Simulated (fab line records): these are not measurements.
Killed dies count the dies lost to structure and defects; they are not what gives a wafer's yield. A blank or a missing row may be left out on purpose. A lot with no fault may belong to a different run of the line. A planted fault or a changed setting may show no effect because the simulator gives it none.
fab line records	flow gf180mcu
record lots=15	wafers=45	lastDay=34
route steps=602 shown CONTACT@309 M1@317
lots untouched by any fault: they come from a run of this same line in which no faults occurred
startH: hours from the record's opening day to when the first of the lot's shown wafers began	waitH: time in hours since the lot's previous step	" the same as in the row above	L1.1+2: several wafers, shown together as one row	- no value, or no start given	* or withheld: withheld	< > ~ a bound
route shown NAME@n: names a module that has steps shown in the file, with the first one's number in the route	usual: mean and standard deviation over wafers with no fault	same: alike in all rows	chamber/n: place in a boat	sites: per-site readings	_std_site: how widely they spread, as a standard deviation	_edge_site: inner sites' mean taken away from outer sites' mean	radiusMm: for every site, how far away it sits from the centre of the wafer	mask NAME#n: copy n	behind: the tool/chamber that last shaped the wafer	hold: cause of the lot's hold/its duration in hours/its outcome	device: which transistor (n, p or np) failed to switch	end of line: tests run on the same wafers once the route is complete	a step without rows: its recipe alone	killed: not the wafer's yield, but the dies lost to structure and defects at the first sort	map: the dies of a wafer, with x for killed, . for not killed, _ for no die there
set.NAME: the setting that was run; set.NAME@STEP: the one run at that earlier step	model.NAME: the simulator's own value behind a step, which no gauge read
route steps across a sampled set of lots; one table per step, one row per wafer
services: a tool's chamber out of use, with start hour (startH, from the record's first day; less than 0 if before it), hours out, and reason
## steps
# step GF_CONTACT_SPUTTER_22
# recipe material=Ti	targetThkNm=15	chamberPressurePa=5	powerW=2500	substrateTempC=200	timeS=80.02
# usual cathodeDcPowerW=2500.0/0.47	chamberPressurePa=4.999/0.01	substrateTempC=200.01/0.17	throttleValvePct=30.2/1
lot.wafer	tool	chamber	startH	waitH	cathodeDcPowerW	chamberPressurePa	substrateTempC	throttleValvePct
L696.2	pvdSputter-01	-	388.51	0.0	2500.0	5.017	199.88	29.5
L696.5	"	-	"	"	2499.5	4.994	200.16	31.6
L696.6	"	-	"	"	2499.7	5.004	200.19	29.1
L697.2	pvdSputter-01	-	392.18	0.0	2499.4	5.003	200.29	31.5
L697.3	"	-	"	"	2499.7	4.996	200.12	29.5
L697.5	"	-	"	"	2499.6	5.009	199.93	29.2
L698.1	pvdSputter-02	-	395.41	0.0	2500.1	4.995	200.40	30.9
L698.3	"	-	"	"	2500.1	5.012	199.80	30.4
L698.4	"	-	"	"	2499.3	4.995	199.95	30.7
L699.4	pvdSputter-01	-	403.95	0.0	2500.9	5.002	199.62	29.4
L699.5	"	-	"	"	2499.9	5.001	200.10	29.1
L699.6	"	-	"	"	2500.1	5.004	199.93	31.5
L702.1	pvdSputter-01	-	438.89	0.0	2500.6	5.004	200.10	29.1
L702.4	"	-	"	"	2500.0	4.996	200.45	29.1
L702.5	"	-	"	"	2499.9	5.006	200.11	29.3
L703.1	pvdSputter-01	-	443.94	0.0	2499.2	4.998	200.11	29.3
L703.2	"	-	"	"	2500.1	4.988	199.93	29.4
L703.4	"	-	"	"	2500.3	5.017	199.71	29.5
L704.1	pvdSputter-03	-	454.06	0.0	2500.2	4.989	199.99	31.7
L704.4	"	-	"	"	2500.1	4.984	199.89	31.3
L704.5	"	-	"	"	2499.1	5.000	200.05	31.5
L706.1	pvdSputter-03	-	474.15	0.0	2500.4	5.013	199.95	31.7
L706.2	"	-	"	"	2499.4	5.007	199.99	29.5
L706.6	"	-	"	"	2499.3	5.011	199.95	31.7
L707.2	pvdSputter-03	-	487.44	0.0	2500.4	4.992	200.24	29.5
L707.4	"	-	"	"	2501.0	5.003	199.95	29.5
L707.6	"	-	"	"	2499.5	4.998	199.92	29.0
L708.1	pvdSputter-03	-	494.24	0.0	2499.9	4.992	199.94	29.3
L708.3	"	-	"	"	2500.3	4.988	199.76	31.6
L708.5	"	-	"	"	2499.6	4.993	200.00	29.5
L709.2	pvdSputter-03	-	497.68	0.0	2499.7	5.004	200.12	29.2
L709.4	"	-	"	"	2500.4	4.989	199.73	29.6
L709.5	"	-	"	"	2500.4	5.010	199.82	29.5
L712.1	pvdSputter-01	-	524.24	0.0	2499.6	5.015	200.29	28.8
L712.4	"	-	"	"	2500.2	5.012	199.99	29.4
L712.5	"	-	"	"	2499.9	5.003	199.77	29.2
L713.2	pvdSputter-01	-	527.19	0.0	2499.0	4.992	199.97	29.3
L713.3	"	-	"	"	2500.5	5.000	199.78	29.2
L713.4	"	-	"	"	2500.0	5.023	199.77	31.7
L716.2	pvdSputter-02	-	550.91	0.0	2499.6	4.981	199.65	30.5
L716.4	"	-	"	"	2499.5	4.991	200.10	30.0
L716.5	"	-	"	"	2500.7	4.983	199.98	30.4
L717.3	pvdSputter-03	-	556.48	0.0	2500.6	5.009	199.80	31.7
L717.4	"	-	"	"	2499.3	5.014	199.75	31.4
L717.5	"	-	"	"	2500.4	4.998	199.96	31.9
# step GF_CONTACT_THK_MEAS_26
# recipe thkMeasGauge=xrf	reads=W_of_CONTACT_CVD_24
# usual CONTACT_W_THK=301/4.7
lot.wafer	tool	chamber	startH	waitH	CONTACT_W_THK[nm]
L696.2	filmMetro-02	-	388.84	0.1	301
L696.5	"	-	"	"	301
L696.6	"	-	"	"	299
L697.2	filmMetro-03	-	392.51	0.1	301
L697.3	"	-	"	"	302
L697.5	"	-	"	"	298
L698.1	filmMetro-03	-	395.73	0.1	297
L698.3	"	-	"	"	302
L698.4	"	-	"	"	300
L699.4	filmMetro-02	-	404.30	0.1	307
L699.5	"	-	"	"	307
L699.6	"	-	"	"	308
L702.1	filmMetro-02	-	439.21	0.1	292
L702.4	"	-	"	"	295
L702.5	"	-	"	"	292
L703.1	filmMetro-03	-	444.26	0.1	310
L703.2	"	-	"	"	308
L703.4	"	-	"	"	308
L704.1	filmMetro-01	-	454.38	0.1	311
L704.4	"	-	"	"	305
L704.5	"	-	"	"	309
L706.1	filmMetro-01	-	474.47	0.1	304
L706.2	"	-	"	"	307
L706.6	"	-	"	"	305
L707.2	filmMetro-03	-	487.77	0.1	301
L707.4	"	-	"	"	298
L707.6	"	-	"	"	301
L708.1	filmMetro-02	-	494.56	0.1	298
L708.3	"	-	"	"	293
L708.5	"	-	"	"	293
L709.2	filmMetro-01	-	498.01	0.1	298
L709.4	"	-	"	"	296
L709.5	"	-	"	"	298
L712.1	filmMetro-02	-	524.57	0.1	299
L712.4	"	-	"	"	298
L712.5	"	-	"	"	298
L713.2	filmMetro-03	-	527.52	0.1	302
L713.3	"	-	"	"	302
L713.4	"	-	"	"	303
L716.2	filmMetro-02	-	551.24	0.1	301
L716.4	"	-	"	"	302
L716.5	"	-	"	"	299
L717.3	filmMetro-02	-	556.82	0.1	298
L717.4	"	-	"	"	297
L717.5	"	-	"	"	295
# step GF_M1_SPUTTER_02
# recipe material=AlCu	targetThkNm=450	powerW=10600	timeS=23.9	chamberPressurePa=0.4
# usual cathodeDcPowerW=10600/1.9	chamberPressurePa=0.4000/0.00091	throttleValvePct=30.2/0.94
lot.wafer	tool	chamber	startH	waitH	cathodeDcPowerW	chamberPressurePa	throttleValvePct
L696.2	pvdSputter-04	-	389.32	0.0	10598	0.4006	31.7
L696.5	"	-	"	"	10597	0.3999	29.7
L696.6	"	-	"	"	10601	0.3999	30.4
L697.2	pvdSputter-04	-	392.99	0.0	10601	0.3987	29.5
L697.3	"	-	"	"	10604	0.4002	30.0
L697.5	"	-	"	"	10599	0.4010	30.0
L698.1	pvdSputter-04	-	396.22	0.0	10598	0.4010	30.5
L698.3	"	-	"	"	10600	0.4014	31.5
L698.4	"	-	"	"	10600	0.4003	29.7
L699.4	pvdSputter-02	-	404.77	0.0	10603	0.4003	30.8
L699.5	"	-	"	"	10601	0.4001	30.8
L699.6	"	-	"	"	10600	0.4006	30.9
L702.1	pvdSputter-01	-	439.70	0.0	10599	0.4006	29.0
L702.4	"	-	"	"	10602	0.4006	29.1
L702.5	"	-	"	"	10600	0.3995	31.8
L703.1	pvdSputter-02	-	444.75	0.0	10601	0.3996	30.6
L703.2	"	-	"	"	10600	0.4007	30.9
L703.4	"	-	"	"	10602	0.4005	30.8
L704.1	pvdSputter-04	-	454.87	0.0	10596	0.3992	30.0
L704.4	"	-	"	"	10598	0.3983	29.8
L704.5	"	-	"	"	10604	0.3988	29.7
L706.1	pvdSputter-01	-	474.96	0.0	10600	0.3997	29.4
L706.2	"	-	"	"	10599	0.4023	31.6
L706.6	"	-	"	"	10597	0.3991	29.3
L707.2	pvdSputter-04	-	488.26	0.0	10599	0.3995	29.9
L707.4	"	-	"	"	10600	0.3989	31.7
L707.6	"	-	"	"	10600	0.3994	29.6
L708.1	pvdSputter-02	-	495.05	0.0	10600	0.4015	31.2
L708.3	"	-	"	"	10599	0.4003	30.1
L708.5	"	-	"	"	10600	0.4010	29.9
L709.2	pvdSputter-01	-	498.49	0.0	10604	0.4001	31.7
L709.4	"	-	"	"	10600	0.4000	29.5
L709.5	"	-	"	"	10601	0.4002	31.8
L712.1	pvdSputter-04	-	525.06	0.0	10601	0.4007	30.2
L712.4	"	-	"	"	10599	0.3991	28.9
L712.5	"	-	"	"	10600	0.4002	31.8
L713.2	pvdSputter-02	-	528.26	0.0	10602	0.4001	30.2
L713.3	"	-	"	"	10599	0.3994	30.5
L713.4	"	-	"	"	10598	0.3999	30.8
L716.2	pvdSputter-01	-	551.72	0.0	10601	0.3997	29.0
L716.4	"	-	"	"	10600	0.4016	31.6
L716.5	"	-	"	"	10602	0.4005	29.2
L717.3	pvdSputter-04	-	557.29	0.0	10599	0.4009	29.7
L717.4	"	-	"	"	10601	0.3997	32.0
L717.5	"	-	"	"	10603	0.4005	31.4
# step GF_M1_DEVELOP_13
# recipe developTimeS=60	devTempC=21
# usual chillPlateTempC=23.02/0.11	developTimeS=60/0	exhaustPa=45.1/0.83
lot.wafer	tool	chamber	startH	waitH	chillPlateTempC	developTimeS	exhaustPa
L696.2	lithoTrack-02	0	412.01	0.2	22.86	60	45.8
L696.5	"	0	"	"	22.71	60	46.1
L696.6	"	0	"	"	22.94	60	46.1
L697.2	lithoTrack-04	0	416.29	0.2	23.00	60	45.5
L697.3	"	0	"	"	22.98	60	45.3
L697.5	"	0	"	"	23.07	60	44.5
L698.1	lithoTrack-01	0	419.70	0.2	23.18	60	45.8
L698.3	"	0	"	"	23.23	60	46.2
L698.4	"	0	"	"	23.26	60	44.7
L699.4	lithoTrack-02	0	428.41	0.1	23.03	60	45.7
L699.5	"	0	"	"	23.03	60	45.3
L699.6	"	0	"	"	23.29	60	45.1
L702.1	lithoTrack-04	0	463.81	0.2	22.93	60	46.3
L702.4	"	0	"	"	22.89	60	45.9
L702.5	"	0	"	"	22.95	60	43.1
L703.1	lithoTrack-01	0	468.35	0.2	23.11	60	46.3
L703.2	"	0	"	"	23.15	60	46.2
L703.4	"	0	"	"	23.11	60	44.1
L704.1	lithoTrack-01	0	478.85	0.2	23.01	60	43.7
L704.4	"	0	"	"	23.07	60	44.7
L704.5	"	0	"	"	22.96	60	45.2
L706.1	lithoTrack-02	-	499.29	0.2	-	-	-
L706.2	"	-	"	"	-	-	-
L706.6	"	-	"	"	-	-	-
L707.2	lithoTrack-04	-	511.34	0.2	-	-	-
L707.4	"	-	"	"	-	-	-
L707.6	"	-	"	"	-	-	-
L708.1	lithoTrack-02	-	518.14	0.2	-	-	-
L708.3	"	-	"	"	-	-	-
L708.5	"	-	"	"	-	-	-
L709.2	lithoTrack-01	0	521.87	0.2	23.08	60	44.5
L709.4	"	0	"	"	23.09	60	45.2
L709.5	"	0	"	"	22.94	60	44.5
L712.1	lithoTrack-04	0	547.46	0.2	23.17	60	45.0
L712.4	"	0	"	"	23.44	60	44.3
L712.5	"	0	"	"	23.03	60	45.1
L713.2	lithoTrack-04	0	550.74	0.2	22.93	60	45.4
L713.3	"	0	"	"	23.03	60	46.0
L713.4	"	0	"	"	22.87	60	47.0
L716.2	lithoTrack-02	0	573.61	0.2	23.16	60	45.2
L716.4	"	0	"	"	23.07	60	45.4
L716.5	"	0	"	"	23.23	60	43.9
L717.3	lithoTrack-04	0	579.01	0.1	23.13	60	44.9
L717.4	"	0	"	"	23.10	60	43.9
L717.5	"	0	"	"	23.01	60	44.9
## services
tool	chamber	startH	hours	kind
pvdSputter-01	-	381.05	2.4	repair
pvdSputter-01	-	386.31	1.8	repair
pvdSputter-02	-	520.96	1.5	repair
pvdSputter-04	-	554.55	1.0	repair
pvdSputter-02	-	569.67	5.2	repair
## key
firstSign step=GF_M1_DEVELOP_13	reading=toolRecord	direction=missing
effect none on later readings
metAt GF_M1_DEVELOP_13
struckLots L706,L707,L708
laterRowsLeftOut L706.1,L706.2,L706.6,L707.2,L707.4,L707.6,L708.1,L708.3,L708.5
sortLeftOut L706.1,L706.2,L706.6,L707.2,L707.4,L707.6,L708.1,L708.3,L708.5
notActingAt GF_CONTACT_SPUTTER_22,GF_CONTACT_THK_MEAS_26,GF_M1_SPUTTER_02
onsetBetween 463.81 499.29
fault kind=skippedStepWhole	tool=lithoTrack-02,lithoTrack-04	chamber=-	onsetH=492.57	steps=GF_M1_DEVELOP_13	scope=struckLotsOnly
# sortLeftOut: the simulated sort isn't trusted on such a fault, so these wafers' sort isn't shown, and their yield isn't known
# laterRowsLeftOut: the simulator's readings of these wafers behind a module that went badly wrong aren't trusted and aren't shown, but for the sort
